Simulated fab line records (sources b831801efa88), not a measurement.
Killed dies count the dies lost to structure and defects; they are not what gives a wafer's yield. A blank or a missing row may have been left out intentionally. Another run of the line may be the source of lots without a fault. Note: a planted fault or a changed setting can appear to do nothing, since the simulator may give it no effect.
A lot that was struck, set against a sound lot ; flow gf180mcu ; 15 out of 602 route steps
Sound: wafers L886.1, L886.2, L886.4. Struck: wafers L891.2, L891.3, L891.6. The cause is given at the end.
Order at every step that has rows: each side's tool, ch and its chambers, its first start. Under that, the readings that differ: sound wafers ; struck wafers ; difference of the means ; sigmas: that difference in standard deviations of wafers without a fault.
alike: same words and numbers on both sides, and readings whose means sit less than 2 such deviations apart. not compared: any withheld reading, any reading some wafer has no value for, any bound like >300 that may hide the same value, and any number with overlapping values for which the record gives no deviation.
The two part at a step that has a row with sigmas, a row that says differs or no value, or rows on one side only. When numbers do not overlap yet have no deviation, they are printed without sigmas and do not part them. A reading missing from all wafers of one side parts the sides only when that side holds two or more wafers.

GF_V3_ETCH_16: etches BARC in N2/H2.
  sound on rie_diel-03 ch 1,2, day 22 11:40; struck on rie_diel-04 ch 1,2,3, day 24 08:35
  alike: drypump_motor_current_A, oes_product_au, rf_fwd_power_W, throttle_valve_pct
GF_V3_ETCH_17: etches SiO2 in C4F8/O2/Ar, stops on TiN, target depth 635 nm.
  sound: rie_diel-03 ch 1,2; struck: rie_diel-04 ch 1,2,3
  alike: oes_product_au, rf_fwd_power_W
then, 4 steps without rows for these wafers: GF_V3_STRIP_18 (strips in O2/N2); GF_V3_STRIP_19 (strips in post etch residue remover, time 1200 s); GF_V3_CLEAN_20 (cleans in DIW); GF_V3_SPUTTER_21 (material Ti, target thk 15 nm, time 80.02 s).
GF_V3_SPUTTER_22: material TiN, target thk 10 nm, time 40 s.
  sound on pvd_sputter-02 at day 22 12:25; struck on pvd_sputter-01 at day 24 09:18
  alike: cathode_dc_power_W, throttle_valve_pct
then, 1 step without rows for these wafers: GF_V3_CVD_23 (deposits W, target thk 350 nm, time 104.9 s).
GF_V3_RS_MEAS_24: measurement is done with a four-point probe.
  sound on film_metro-04 at day 22 12:34; struck on film_metro-01 at day 24 09:28
  alike: V3_W_RS
GF_V3_THK_MEAS_25: measures by xrf.
  sound on film_metro-04 at day 22 12:41; struck on film_metro-01 at day 24 09:35
reading;sound;struck;difference;sigmas
V3_W_THK (nm);342 347 346;357 360 356;+13;+3
then, 1 step without rows for these wafers: GF_V3_CMP_26 (polishes, stops on SiO2, t overpolish 15 s, target thk 0 nm).
GF_M4_SPUTTER_00: material Ti, target thk 37.5 nm, time 150 s.
  sound on pvd_sputter-04 at day 22 13:03; struck on pvd_sputter-04 at day 24 09:56
  alike: cathode_dc_power_W, throttle_valve_pct
GF_M4_SPUTTER_01: material TiN, target thk 30 nm, time 25 s.
  sound on pvd_sputter-04 at day 22 13:09; struck on pvd_sputter-04 at day 24 10:02
reading;sound;struck;difference;sigmas
cathode_dc_power_W (W);6499.4 6499.6 6500.5;6135.7 6134.7 6137.4;-363.9;-99 or more
model.TiN_of_M4_SPUTTER_01.thk_nm (nm);29.32 29.55 29.64;27.92 28.06 28.17;-1.45;
  alike: throttle_valve_pct
GF_M4_SPUTTER_02: material AlCu, target thk 450 nm, time 23.9 s.
  sound on pvd_sputter-04 at day 22 13:11; struck on pvd_sputter-04 at day 24 10:04
  alike: cathode_dc_power_W, throttle_valve_pct
GF_PASSIVATION_PROBE_99:
  rows exist in the record for the sound wafers here (prober-01, day 29 05:35), none for the struck ones

WHERE THEY PART
First at GF_V3_THK_MEAS_25; last, within this record, at GF_PASSIVATION_PROBE_99.

WHY: what had been put in by the simulator
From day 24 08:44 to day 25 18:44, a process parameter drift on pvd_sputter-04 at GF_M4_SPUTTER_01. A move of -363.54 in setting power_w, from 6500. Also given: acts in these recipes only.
